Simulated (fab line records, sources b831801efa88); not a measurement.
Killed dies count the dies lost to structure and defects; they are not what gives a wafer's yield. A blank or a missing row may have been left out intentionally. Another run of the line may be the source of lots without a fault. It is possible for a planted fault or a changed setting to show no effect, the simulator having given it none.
A lot that was struck, set against a sound lot :: flow gf180mcu :: 25 out of 602 route steps
Sound: the wafers L622.1, L622.3, L622.4. Wafers struck: L627.2, L627.3, L627.4. The cause comes at the end.
Per side, at each step with rows, come the tool, then ch with its chambers, and then its first start. Under that, the readings that differ: sound wafers :: struck wafers :: difference of the means :: sigmas: that difference in standard deviations of wafers without a fault.
alike: a reading whose means differ by less than 2 such deviations, as well as words and numbers matching on both sides. not compared: withheld readings; readings where some wafer has no value; bounds like >300 that might hide an equal value; numbers whose values overlap and for which the record gives no deviation.
A row with sigmas, a row that says differs or no value, or rows on one side alone: a step with any of these is where the two part. Numbers that have no deviation but don't overlap get no sigmas and don't part them. A reading missing from all wafers of one side parts the sides only when that side holds two or more wafers.

first, 1 step without rows for these wafers: GF_DUAL_GATE_WET_ETCH_12 (etches SiO2 in dHF, target depth 13 nm, time 260 s).
GF_DUAL_GATE_STRIP_13: strips in O2/N2.
  sound on plasma asher-03 ch 0,1, day 9 10:46; struck on plasma asher-03 ch 0,1, day 10 22:10
  alike: drypump motor current A, heater power w, oes product au, strip time to endpoint s
  not compared: rf hours counter h
then, 3 steps without rows for these wafers: GF_DUAL_GATE_CLEAN_14 (cleans in SC1/SC2, time 150 s); GF_DUAL_GATE_OXIDATION_15 (stabilise 600 s, purge 300 s, target thk 7.098 nm); GF_POLY_GATE_CVD_00 (deposits poly-Si, target thk 200 nm, time 1200 s).
GF_POLY_GATE_THK_MEAS_01:
  sound on film metro-01, day 9 14:51; struck on film metro-03, day 11 01:18
  alike: POLY_GATE_CVD_00_THK
then, 6 steps without rows for these wafers: GF_POLY_GATE_DEHYDRATE_02 (time 60 s); GF_POLY_GATE_HMDS_03 (prime time 60 s); GF_POLY_GATE_COAT_04; GF_POLY_GATE_COAT_05 (resist thk 700 nm); GF_POLY_GATE_SOFTBAKE_06 (time 60 s); GF_POLY_GATE_EXPOSE_07 (exposes mask Poly2, target cd 280 nm).
GF_POLY_GATE_PEB_08: peb time 90 s.
  sound on litho track-02 ch 0, day 10 08:15; struck on litho track-02 ch 0, day 11 19:20
reading: heater power total W (W)
sound: 85.51 85.41 85.49
struck: 91.16 91.08 91.03
difference: +5.62
sigmas: +76
then, 1 step without rows for these wafers: GF_POLY_GATE_DEVELOP_09 (develop time 60 s).
GF_POLY_GATE_CD_MEAS_10: target cd 280 nm.
  sound on cd sem-01, day 10 08:36; struck on cd sem-02, day 11 19:40
reading: cd nm (nm)
sound: 280.3 279.5 278.9
struck: 283.8 285.2 284.6
difference: +5.0
sigmas: +5
GF_POLY_GATE_OVL_MEAS_11:
  sound on overlay-01, day 10 08:43; struck on overlay-02, day 11 19:47
  alike: POLY_GATE_OVL
GF_POLY_GATE_ETCH_12: etches BARC in N2/H2.
  sound on rie diel-03 ch 0,1,2, day 10 08:46; struck on rie diel-02 ch 0,1,2, day 11 19:49
reading: model.POLY_GATE.cd nm (nm)
sound: 279.3 278.9 276.9
struck: 285.2 287.2 284
difference: +7.1
sigmas: 
  alike: drypump motor current A, h2 flow sccm, oes product au, rf fwd power W, throttle valve pct
GF_POLY_GATE_ETCH_13: etches poly-Si in HBr/Cl2, stops on SiO2, target depth 198.5 nm, time 69.6 s.
  sound on rie si-01 ch 0,1,2, day 10 08:49; struck on rie si-02 ch 0,1,2, day 11 19:52
reading: model.POLY_GATE.cd nm (nm)
sound: 276.3 279 278.7
struck: 283.4 286.5 284.3
difference: +6.7
sigmas: 
  alike: drypump motor current A, mfc cl2 sccm, oes product au, rf fwd power W, throttle valve pct
  not compared: rf hours counter h
GF_POLY_GATE_STRIP_14: strips in O2/N2.
  sound on plasma asher-03 ch 0,1, day 10 08:52; struck on plasma asher-03 ch 0,1, day 11 19:55
  alike: drypump motor current A, heater power w, oes product au
  not compared: rf hours counter h
then, 2 steps without rows for these wafers: GF_POLY_GATE_CLEAN_15 (cleans in SC1/SC2, time 150 s); GF_POLY_GATE_OXIDATION_16 (stabilise 600 s, purge 300 s, target thk 4 nm).
GF_POLY_GATE_THK_MEAS_17:
  sound on film metro-01, day 10 10:16; struck on film metro-01, day 11 21:20
  alike: POLY_GATE_OXIDATION_THK
GF_POLY_GATE_CD_MEAS_18:
  sound on cd sem-01, day 10 10:19; struck on cd sem-02, day 11 21:24
reading: cd nm (nm)
sound: 276.1 278.8 279.0
struck: 283.0 286.6 284.5
difference: +6.7
sigmas: +3
then, 1 step without rows for these wafers: GF_HV_LDD_DEHYDRATE_00 (time 60 s).
GF_PASSIVATION_PROBE_99:
  the record holds rows for the sound wafers here (prober-01, day 30 11:19) but none for the struck ones

## WHERE THEY PART
Earliest at GF_POLY_GATE_PEB_08; latest, in this record, at GF_PASSIVATION_PROBE_99.

WHY: the cause the simulator had injected
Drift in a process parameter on litho track-02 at GF_POLY_GATE_PEB_08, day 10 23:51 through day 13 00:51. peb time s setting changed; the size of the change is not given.
